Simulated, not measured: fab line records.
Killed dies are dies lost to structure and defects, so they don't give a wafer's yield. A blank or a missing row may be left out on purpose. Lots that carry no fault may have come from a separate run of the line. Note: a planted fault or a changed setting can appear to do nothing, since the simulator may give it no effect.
What tool caused it? + flow sky130 + Sampling: 12 lots, 35 wafers, 4 of 708 route steps

WHAT THE GAUGES READ, wafer by wafer
SKY_PAD_OPEN_BOW_MEAS_13. Usual: PAD_OPEN_BOW typically reads 47 um, with standard deviation 8.6.
| lot  | measured     | on            | PAD_OPEN_BOW (um) | flag |
|------|--------------|---------------|-------------------|------|
| L842 | day 46 13:03 | film-metro-03 | 43 57 40          |      |
| L844 | day 46 18:43 | film-metro-03 | 47 45 30          |      |
| L845 | day 46 19:47 | film-metro-03 | 47 38 49          |      |
| L849 | day 47 14:49 | film-metro-03 | 67 49 52          |      |
| L850 | day 47 19:39 | film-metro-02 | 57 55             |      |
| L851 | day 47 22:15 | film-metro-03 | 42 41 43          |      |
| L852 | day 48 05:35 | film-metro-01 | 40 53 39          |      |
| L854 | day 48 17:47 | film-metro-02 | 53 47 49          |      |
| L855 | day 48 18:09 | film-metro-03 | 40 44 53          |      |
| L856 | day 48 22:59 | film-metro-03 | 48 54 57          |      |
| L860 | day 50 08:53 | film-metro-01 | 51 47 49          |      |
| L863 | day 50 12:04 | film-metro-02 | 33 31 36          |      |

WHAT TOOL EACH LOT RAN ON (gives the tool, then ch and the chambers of the sampled wafers, and finally the start)
| lot  | SKY_VIA3_CLEAN_18               | SKY_METAL5_SPUTTER_04        | SKY_METAL5_STRIP_16                  |
|------|---------------------------------|------------------------------|--------------------------------------|
| L842 | wet-bench-01 ch 3, day 40 16:49 | pvd-sputter-02, day 43 19:02 | plasma-asher-01 ch 0, day 44 17:25   |
| L844 | wet-bench-02 ch 0, day 40 22:35 | pvd-sputter-01, day 44 00:27 | plasma-asher-04 ch 0,1, day 44 22:34 |
| L845 | wet-bench-01 ch 2, day 40 23:09 | pvd-sputter-03, day 44 00:48 | plasma-asher-04 ch 0,1, day 44 22:52 |
| L849 | wet-bench-02 ch 0, day 41 21:23 | pvd-sputter-03, day 44 22:43 | plasma-asher-01 ch 0,1, day 45 19:10 |
| L850 | wet-bench-02 ch 2, day 42 02:26 | pvd-sputter-02, day 45 02:10 | plasma-asher-04 ch 0,1, day 45 23:25 |
| L851 | wet-bench-01 ch 3, day 42 03:35 | pvd-sputter-02, day 45 05:07 | plasma-asher-01 ch 0,1, day 46 01:13 |
| L852 | wet-bench-01 ch 2, day 42 13:28 | pvd-sputter-01, day 45 12:58 | plasma-asher-02 ch 0,1, day 46 09:22 |
| L854 | wet-bench-01 ch 2, day 43 04:26 | pvd-sputter-03, day 46 02:19 | plasma-asher-02 ch 0,1, day 47 00:28 |
| L855 | wet-bench-04 ch 0, day 43 05:56 | pvd-sputter-02, day 46 03:25 | plasma-asher-01 ch 0,1, day 47 01:31 |
| L856 | wet-bench-04 ch 3, day 43 09:43 | pvd-sputter-02, day 46 08:41 | plasma-asher-01 ch 0,1, day 47 05:34 |
| L860 | wet-bench-04 ch 1, day 45 06:40 | pvd-sputter-01, day 48 01:26 | plasma-asher-02 ch 0,1, day 48 19:58 |
| L863 | wet-bench-01 ch 3, day 45 10:53 | pvd-sputter-02, day 48 04:51 | plasma-asher-01 ch 0,1, day 48 23:07 |
- SKY_VIA3_CLEAN_18: cleans in IPA, time 180 s.
- SKY_METAL5_SPUTTER_04: material TiN, target thk 70 nm, time 58.3 s.
- SKY_METAL5_STRIP_16: strips in O2/N2.

WHAT THE TOOLS THEMSELVES READ (means of the sampled wafers that have a number; where no wafer has one, the mark that the record gives instead)
SKY_VIA3_CLEAN_18. Usual: 6.3 % for bath-heat-duty-pct, sd 0.57.
| lot  | tool         | bath-heat-duty-pct (%) | flag |
|------|--------------|------------------------|------|
| L842 | wet-bench-01 | 6.1                    |      |
| L844 | wet-bench-02 | 7.3                    |      |
| L845 | wet-bench-01 | 6.9                    |      |
| L849 | wet-bench-02 | 7.1                    |      |
| L850 | wet-bench-02 | 7.0                    |      |
| L851 | wet-bench-01 | 6.7                    |      |
| L852 | wet-bench-01 | 6.1                    |      |
| L854 | wet-bench-01 | 6.3                    |      |
| L855 | wet-bench-04 | 6.3                    |      |
| L856 | wet-bench-04 | 5.9                    |      |
| L860 | wet-bench-04 | 5.7                    |      |
| L863 | wet-bench-01 | 6.5                    |      |

SKY_METAL5_SPUTTER_04. Usual: cathode-dc-power-W 6499.9 W, standard deviation 1.2; throttle-valve-pct 30.1 %, standard deviation 0.83.
| lot  | tool           | cathode-dc-power-W (W) | throttle-valve-pct (%) | flag |
|------|----------------|------------------------|------------------------|------|
| L842 | pvd-sputter-02 | 6499.1                 | 29.7                   |      |
| L844 | pvd-sputter-01 | 6500.2                 | 30.5                   |      |
| L845 | pvd-sputter-03 | 6499.8                 | 30.0                   |      |
| L849 | pvd-sputter-03 | 6500.0                 | 30.5                   |      |
| L850 | pvd-sputter-02 | 6499.8                 | 30.4                   |      |
| L851 | pvd-sputter-02 | 6499.3                 | 30.4                   |      |
| L852 | pvd-sputter-01 | 6500.4                 | 30.1                   |      |
| L854 | pvd-sputter-03 | 6500.0                 | 30.1                   |      |
| L855 | pvd-sputter-02 | 6500.5                 | 29.5                   |      |
| L856 | pvd-sputter-02 | 6498.5                 | 29.9                   |      |
| L860 | pvd-sputter-01 | 6500.2                 | 30.6                   |      |
| L863 | pvd-sputter-02 | 6501.1                 | 29.5                   |      |

SKY_METAL5_STRIP_16. Usual: drypump-motor-current-A 6.0 A, standard deviation 0.43; n2-flow-sccm 300.1 sccm, standard deviation 0.83; oes-product-au 0.711 a.u., standard deviation 0.0038; strip-time-to-endpoint-s 13.08 s, standard deviation 0.11.
| lot  | tool            | drypump-motor-current-A (A) | n2-flow-sccm (sccm) | oes-product-au (a.u.) | strip-time-to-endpoint-s (s) | flag |
|------|-----------------|-----------------------------|---------------------|-----------------------|------------------------------|------|
| L842 | plasma-asher-01 | 6.2                         | 300.6               | 0.710                 | 13.16                        |      |
| L844 | plasma-asher-04 | 6.3                         | 300.6               | 0.711                 | 12.99                        |      |
| L845 | plasma-asher-04 | 6.3                         | 299.9               | 0.709                 | 13.10                        |      |
| L849 | plasma-asher-01 | 5.8                         | 300.2               | 0.710                 | 13.16                        |      |
| L850 | plasma-asher-04 | 6.1                         | 299.1               | 0.712                 | 13.08                        |      |
| L851 | plasma-asher-01 | 5.8                         | 301.0               | 0.710                 | 12.86                        |      |
| L852 | plasma-asher-02 | 6.5                         | 299.6               | 0.708                 | 13.03                        |      |
| L854 | plasma-asher-02 | 6.3                         | 300.1               | 0.709                 | 13.19                        |      |
| L855 | plasma-asher-01 | 5.9                         | 299.6               | 0.715                 | 13.12                        |      |
| L856 | plasma-asher-01 | 5.8                         | 300.6               | 0.714                 | 13.03                        |      |
| L860 | plasma-asher-02 | 6.6                         | 299.9               | 0.714                 | 13.16                        |      |
| L863 | plasma-asher-01 | 5.8                         | 300.7               | 0.710                 | 13.26                        |      |

THE ANSWER, worked out from the rows above alone
Rule: lot off if the mean of its wafers having a number is beyond 3 standard deviations from the usual mean. Also off: a lot with no number at a reading for which 4 or more lots have one. Where the step has rows for the other lots, those lots are counted as sound. Order of review: gauges by route order, followed by the tools' own readings, for which a lot's mean as printed above is used. The first step at which some lot is off is used, and at that step the reading that is off furthest; a lot without a number counts as furthest.
None of the lots is off at any reading shown; this tells nothing.

WHAT HAD BEEN PUT IN BY THE SIMULATOR
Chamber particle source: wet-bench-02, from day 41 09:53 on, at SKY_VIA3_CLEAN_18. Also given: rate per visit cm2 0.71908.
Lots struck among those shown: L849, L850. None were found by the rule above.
